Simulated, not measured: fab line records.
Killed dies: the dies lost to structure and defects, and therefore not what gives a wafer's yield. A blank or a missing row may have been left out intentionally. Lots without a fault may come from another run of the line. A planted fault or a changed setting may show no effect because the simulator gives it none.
Which of the tools did it?	flow gf180mcu	Sampling: 13 lots, 39 wafers, 3 of 602 route steps

WHAT EACH GAUGE READ, for each wafer
GF_VT_IMPLANT_OVL_MEAS_07. Usual: VT_IMPLANT_OVL 0.2 nm, standard deviation 1.4.
lot	measured	on	VT_IMPLANT_OVL (nm)	flag
L404	day 5 16:19	overlay-01	1.4 1.4 1.1	
L406	day 6 03:39	overlay-01	0.8 1.2 1.5	
L407	day 6 10:46	overlay-02	1.0 2.7 1.1	
L408	day 6 16:58	overlay-02	0.9 0.6 0.6	
L409	day 6 21:58	overlay-02	0.0 -0.7 0.2	
L410	day 7 03:16	overlay-02	-1.0 0.7 0.0	
L412	day 7 17:28	overlay-01	-2.6 -1.3 -0.7	
L413	day 7 21:25	overlay-02	1.6 1.7 2.6	
L414	day 8 03:40	overlay-01	0.7 -1.4 0.8	
L415	day 8 09:01	overlay-02	1.9 -0.4 1.7	
L423	day 10 12:34	overlay-01	0.5 1.4 -0.1	
L426	day 11 05:16	overlay-01	-0.4 -0.9 -0.5	
L427	day 11 12:01	overlay-01	0.3 -0.7 -0.9	

GF_POLY_GATE_THK_MEAS_01. Usual: POLY_GATE_CVD_00_THK 200.3 nm, standard deviation 1.7.
lot	measured	on	POLY_GATE_CVD_00_THK (nm)	flag
L404	day 8 12:49	filmMetro-03	200.8 201.2 201.6	
L406	day 9 00:49	filmMetro-04	197.7 196.0 198.1	
L407	day 9 09:13	filmMetro-04	197.2 198.0 198.1	
L408	day 9 15:38	filmMetro-04	201.1 202.1 201.5	
L409	day 9 23:05	filmMetro-04	201.6 201.3 200.9	
L410	day 10 02:22	filmMetro-02	201.5 202.1 201.7	
L412	day 10 19:26	filmMetro-03	198.1 199.1 196.8	
L413	day 11 00:13	filmMetro-03	199.1 198.2 198.4	
L414	day 11 05:32	filmMetro-02	201.6 198.2 200.0	
L415	day 11 13:24	filmMetro-04	200.3 201.1 200.6	
L423	day 14 00:13	filmMetro-04	198.8 198.2 199.4	
L426	day 14 18:59	filmMetro-02	201.5 202.7 201.3	
L427	day 15 02:19	filmMetro-03	200.2 201.8 202.8	

EACH LOT AND THE TOOL THAT RAN IT (in order: tool; ch and the chambers of the sampled wafers; start)
lot	GF_DNWELL_EXPOSE_04
L404	ilineStepper-01 ch 0, day 2 12:52
L406	ilineStepper-02 ch 0, day 2 22:14
L407	ilineStepper-02 ch 0, day 3 05:09
L408	ilineStepper-01 ch 0, day 3 09:43
L409	ilineStepper-01 ch 0, day 3 14:46
L410	ilineStepper-01 ch 0, day 3 19:04
L412	ilineStepper-01 ch 0, day 4 06:52
L413	ilineStepper-01 ch 0, day 4 12:04
L414	ilineStepper-02 ch 0, day 4 17:15
L415	ilineStepper-02 ch 0, day 4 21:43
L423	ilineStepper-02 ch 0, day 6 16:23
L426	ilineStepper-02 ch 0, day 7 06:45
L427	ilineStepper-01 ch 0, day 7 12:58
- GF_DNWELL_EXPOSE_04: exposes mask DNWELL, target cd 1700 nm.

AS READ BY THE TOOLS THEMSELVES (means over the sampled wafers that have a number; for cases with no such wafer, the mark the record gives instead)
GF_DNWELL_EXPOSE_04. Usual: exposureDoseMJCm2 260.02, standard deviation 0.23; reticleTempC 23.00 C, standard deviation 0.099.
lot	tool	exposureDoseMJCm2	reticleTempC (C)	flag
L404	ilineStepper-01	260.32	23.03	
L406	ilineStepper-02	260.28	22.97	
L407	ilineStepper-02	259.97	22.93	
L408	ilineStepper-01	260.14	22.99	
L409	ilineStepper-01	260.01	23.02	
L410	ilineStepper-01	259.80	23.03	
L412	ilineStepper-01	260.11	22.97	
L413	ilineStepper-01	259.96	23.15	
L414	ilineStepper-02	259.80	22.93	
L415	ilineStepper-02	260.09	23.12	
L423	ilineStepper-02	260.22	23.03	
L426	ilineStepper-02	259.85	22.83	
L427	ilineStepper-01	260.13	22.96	

THE ANSWER, worked out from the rows above alone
Rule: lot off if the mean of its wafers having a number is beyond 3 standard deviations from the usual mean. A lot without any number at a reading at which 4 lots or more have one is off too. Any other lot the step has rows for is counted as sound. After the gauges, taken in route order, come the tools' own readings; for these a lot's mean is taken, as printed above. At the first step where some lot is off, the reading lying furthest off is the one used; lots without a number count as furthest.
No lot is off on any of the readings shown, so nothing can be concluded from this.

WHAT WAS PUT IN BY THE SIMULATOR
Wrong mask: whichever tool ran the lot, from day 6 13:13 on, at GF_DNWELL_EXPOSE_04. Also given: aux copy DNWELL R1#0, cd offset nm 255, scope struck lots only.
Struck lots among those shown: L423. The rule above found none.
